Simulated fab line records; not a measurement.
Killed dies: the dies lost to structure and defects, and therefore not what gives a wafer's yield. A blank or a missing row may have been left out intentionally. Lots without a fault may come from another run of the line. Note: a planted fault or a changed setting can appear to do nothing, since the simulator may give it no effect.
Which tool was responsible? || flow sky130 || 10 lots, 30 wafers sampled, at 5 steps of a route of 708

## WHAT EACH GAUGE READ, for each wafer
SKY_POLY_CUT_OVL_MEAS_09.
{"lot": "L456", "measured": "day 24 16:19", "on": "overlay-02", "POLY_CUT_OVL (nm)": "2 -2 -2"}
{"lot": "L458", "measured": "day 25 11:41", "on": "overlay-02", "POLY_CUT_OVL (nm)": "-4 4 1"}
{"lot": "L462", "measured": "day 26 23:14", "on": "overlay-02", "POLY_CUT_OVL (nm)": "-3 6 -1"}
{"lot": "L461", "measured": "day 27 00:43", "on": "overlay-02", "POLY_CUT_OVL (nm)": "-7 -1 0"}
{"lot": "L460", "measured": "day 27 02:02", "on": "overlay-01", "POLY_CUT_OVL (nm)": "-6 4 0"}
{"lot": "L465", "measured": "day 28 04:08", "on": "overlay-01", "POLY_CUT_OVL (nm)": "-2 5 6"}
{"lot": "L473", "measured": "day 30 14:49", "on": "overlay-02", "POLY_CUT_OVL (nm)": "-2 4 -5"}
{"lot": "L474", "measured": "day 30 21:40", "on": "overlay-01", "POLY_CUT_OVL (nm)": "-5 -8 -4"}
{"lot": "L475", "measured": "day 31 01:28", "on": "overlay-02", "POLY_CUT_OVL (nm)": "5 0 -5"}
{"lot": "L476", "measured": "day 31 16:23", "on": "overlay-01", "POLY_CUT_OVL (nm)": "2 -9 -3"}

SKY_SD_N_TW_MEAS_12.
{"lot": "L456", "measured": "day 28 09:32", "on": "film_metro-02", "SD_N_TW": "3987 3987 4000"}
{"lot": "L458", "measured": "day 29 04:08", "on": "film_metro-02", "SD_N_TW": "3990 3977 3988"}
{"lot": "L462", "measured": "day 30 14:19", "on": "film_metro-03", "SD_N_TW": "3589 3601 3597"}
{"lot": "L461", "measured": "day 30 15:52", "on": "film_metro-04", "SD_N_TW": "4033 4026 4034"}
{"lot": "L460", "measured": "day 30 16:16", "on": "film_metro-04", "SD_N_TW": "3580 3599 3581"}
{"lot": "L465", "measured": "day 31 15:58", "on": "film_metro-04", "SD_N_TW": "4061 4057 4045"}
{"lot": "L473", "measured": "day 34 01:23", "on": "film_metro-03", "SD_N_TW": "4041 4043 4053"}
{"lot": "L474", "measured": "day 34 06:11", "on": "film_metro-03", "SD_N_TW": "4052 4030 4036"}
{"lot": "L475", "measured": "day 34 11:16", "on": "film_metro-03", "SD_N_TW": "4005 4047 4007"}
{"lot": "L476", "measured": "day 35 02:49", "on": "film_metro-03", "SD_N_TW": "4033 4042 4048"}

SKY_SD_N_RS_MEAS_16: the measuring method here is four-point-probe.
{"lot": "L456", "measured": "day 28 09:54", "on": "film_metro-04", "SD_N_RS (ohm/sq)": "68.52 68.47 68.41"}
{"lot": "L458", "measured": "day 29 04:25", "on": "film_metro-03", "SD_N_RS (ohm/sq)": "68.43 68.82 68.57"}
{"lot": "L462", "measured": "day 30 14:39", "on": "film_metro-02", "SD_N_RS (ohm/sq)": "84.13 84.26 84.12"}
{"lot": "L461", "measured": "day 30 16:10", "on": "film_metro-03", "SD_N_RS (ohm/sq)": "68.62 68.47 68.38"}
{"lot": "L460", "measured": "day 30 16:34", "on": "film_metro-04", "SD_N_RS (ohm/sq)": "84.03 84.05 84.19"}
{"lot": "L465", "measured": "day 31 16:15", "on": "film_metro-02", "SD_N_RS (ohm/sq)": "68.63 68.62 68.59"}
{"lot": "L473", "measured": "day 34 01:41", "on": "film_metro-04", "SD_N_RS (ohm/sq)": "68.69 68.56 68.44"}
{"lot": "L474", "measured": "day 34 06:29", "on": "film_metro-04", "SD_N_RS (ohm/sq)": "68.63 68.44 68.62"}
{"lot": "L475", "measured": "day 34 11:33", "on": "film_metro-04", "SD_N_RS (ohm/sq)": "68.47 68.59 68.55"}
{"lot": "L476", "measured": "day 35 03:06", "on": "film_metro-02", "SD_N_RS (ohm/sq)": "68.48 68.53 68.61"}

## EACH LOT AND THE TOOL THAT RAN IT (in order: tool; ch and the chambers of the sampled wafers; start)
{"lot": "L456", "SKY_SD_N_IMPLANT_09": "implanter-03 ch 0, day 28 09:11", "SKY_SD_N_STRIP_11": "plasma_asher-03 ch 0,1, day 28 09:26"}
{"lot": "L458", "SKY_SD_N_IMPLANT_09": "implanter-01 ch 0, day 29 03:44", "SKY_SD_N_STRIP_11": "plasma_asher-02 ch 0,1, day 29 04:02"}
{"lot": "L462", "SKY_SD_N_IMPLANT_09": "implanter-01 ch 0, day 30 13:55", "SKY_SD_N_STRIP_11": "plasma_asher-03 ch 0,1, day 30 14:13"}
{"lot": "L461", "SKY_SD_N_IMPLANT_09": "implanter-03 ch 0, day 30 15:29", "SKY_SD_N_STRIP_11": "plasma_asher-03 ch 0, day 30 15:46"}
{"lot": "L460", "SKY_SD_N_IMPLANT_09": "implanter-01 ch 0, day 30 15:53", "SKY_SD_N_STRIP_11": "plasma_asher-01 ch 0,1, day 30 16:10"}
{"lot": "L465", "SKY_SD_N_IMPLANT_09": "implanter-02 ch 0, day 31 15:34", "SKY_SD_N_STRIP_11": "plasma_asher-01 ch 0,1, day 31 15:52"}
{"lot": "L473", "SKY_SD_N_IMPLANT_09": "implanter-02 ch 0, day 34 00:59", "SKY_SD_N_STRIP_11": "plasma_asher-02 ch 0,1, day 34 01:17"}
{"lot": "L474", "SKY_SD_N_IMPLANT_09": "implanter-02 ch 0, day 34 05:47", "SKY_SD_N_STRIP_11": "plasma_asher-03 ch 0, day 34 06:05"}
{"lot": "L475", "SKY_SD_N_IMPLANT_09": "implanter-01 ch 0, day 34 10:52", "SKY_SD_N_STRIP_11": "plasma_asher-03 ch 0,1, day 34 11:10"}
{"lot": "L476", "SKY_SD_N_IMPLANT_09": "implanter-03 ch 0, day 35 02:25", "SKY_SD_N_STRIP_11": "plasma_asher-03 ch 0,1, day 35 02:43"}
- SKY_SD_N_IMPLANT_09
- SKY_SD_N_STRIP_11: strips in O2/N2.

## AS READ BY THE TOOLS THEMSELVES (means over the sampled wafers that have a number; for cases with no such wafer, the mark the record gives instead)
SKY_SD_N_IMPLANT_09.
{"lot": "L456", "tool": "implanter-03", "beam_energy_keV": 50.006, "dose_ions_cm2": 4e+15}
{"lot": "L458", "tool": "implanter-01", "beam_energy_keV": 50.002, "dose_ions_cm2": 4e+15}
{"lot": "L462", "tool": "implanter-01", "beam_energy_keV": 31.557, "dose_ions_cm2": 4e+15}
{"lot": "L461", "tool": "implanter-03", "beam_energy_keV": 49.985, "dose_ions_cm2": 4e+15}
{"lot": "L460", "tool": "implanter-01", "beam_energy_keV": 31.564, "dose_ions_cm2": 4e+15}
{"lot": "L465", "tool": "implanter-02", "beam_energy_keV": 50.002, "dose_ions_cm2": 4e+15}
{"lot": "L473", "tool": "implanter-02", "beam_energy_keV": 50.005, "dose_ions_cm2": 4e+15}
{"lot": "L474", "tool": "implanter-02", "beam_energy_keV": 50.007, "dose_ions_cm2": 4e+15}
{"lot": "L475", "tool": "implanter-01", "beam_energy_keV": 50.001, "dose_ions_cm2": 4e+15}
{"lot": "L476", "tool": "implanter-03", "beam_energy_keV": 50.000, "dose_ions_cm2": 4e+15}

SKY_SD_N_STRIP_11.
{"lot": "L456", "tool": "plasma_asher-03", "drypump_motor_current_A (A)": 5.8, "n2_flow_sccm (sccm)": 300.6, "oes_product_au (a.u.)": 0.524, "strip_time_to_endpoint_s (s)": 22.62}
{"lot": "L458", "tool": "plasma_asher-02", "drypump_motor_current_A (A)": 6.2, "n2_flow_sccm (sccm)": 299.5, "oes_product_au (a.u.)": 0.529, "strip_time_to_endpoint_s (s)": 22.51}
{"lot": "L462", "tool": "plasma_asher-03", "drypump_motor_current_A (A)": 5.8, "n2_flow_sccm (sccm)": 300.3, "oes_product_au (a.u.)": 0.568, "strip_time_to_endpoint_s (s)": 19.75}
{"lot": "L461", "tool": "plasma_asher-03", "drypump_motor_current_A (A)": 6.3, "n2_flow_sccm (sccm)": 299.4, "oes_product_au (a.u.)": 0.524, "strip_time_to_endpoint_s (s)": 22.52}
{"lot": "L460", "tool": "plasma_asher-01", "drypump_motor_current_A (A)": 5.8, "n2_flow_sccm (sccm)": 299.1, "oes_product_au (a.u.)": 0.571, "strip_time_to_endpoint_s (s)": 19.76}
{"lot": "L465", "tool": "plasma_asher-01", "drypump_motor_current_A (A)": 5.8, "n2_flow_sccm (sccm)": 298.8, "oes_product_au (a.u.)": 0.531, "strip_time_to_endpoint_s (s)": 22.52}
{"lot": "L473", "tool": "plasma_asher-02", "drypump_motor_current_A (A)": 6.1, "n2_flow_sccm (sccm)": 300.0, "oes_product_au (a.u.)": 0.527, "strip_time_to_endpoint_s (s)": 22.48}
{"lot": "L474", "tool": "plasma_asher-03", "drypump_motor_current_A (A)": 6.3, "n2_flow_sccm (sccm)": 300.4, "oes_product_au (a.u.)": 0.524, "strip_time_to_endpoint_s (s)": 22.52}
{"lot": "L475", "tool": "plasma_asher-03", "drypump_motor_current_A (A)": 5.8, "n2_flow_sccm (sccm)": 300.5, "oes_product_au (a.u.)": 0.526, "strip_time_to_endpoint_s (s)": 22.51}
{"lot": "L476", "tool": "plasma_asher-03", "drypump_motor_current_A (A)": 6.1, "n2_flow_sccm (sccm)": 300.7, "oes_product_au (a.u.)": 0.525, "strip_time_to_endpoint_s (s)": 22.57}

## THE ANSWER, worked out from the rows above alone
Rule: usual is defined by the lots themselves. Put in order of their means at a reading, lots are off if they are a third of the lots or fewer, leave a main group of 4 or more, and stand apart from it by a gap of 3 or more times the standard deviation of the main group's means; of several such gaps the widest counts. If all means in a main group match to the digits the tables above print for the reading, that group is not used. Also off: a lot with no number at a reading for which 4 or more lots have one. The other lots that the step has rows for count as sound. Order of review: gauges by route order, followed by the tools' own readings, for which a lot's mean as printed above is used. The first step at which some lot is off is used, and at that step the reading that is off furthest; a lot without a number counts as furthest.
Off: L462, L460, at SKY_SD_N_TW_MEAS_12 (SD_N_TW). Mean 4026 and standard deviation 24 in the main group.
If a tool, at a process step before that reading, ran all the lots that are off and no sound lot after the first of them, it fits. Not tried: the gauges at SKY_SD_N_TW_MEAS_12; whatever is off there is also off at SKY_SD_N_IMPLANT_09, on other tools, and gauge error can't account for it. Of those tried, none fits.

## WHAT THE SIMULATOR HAD INSERTED
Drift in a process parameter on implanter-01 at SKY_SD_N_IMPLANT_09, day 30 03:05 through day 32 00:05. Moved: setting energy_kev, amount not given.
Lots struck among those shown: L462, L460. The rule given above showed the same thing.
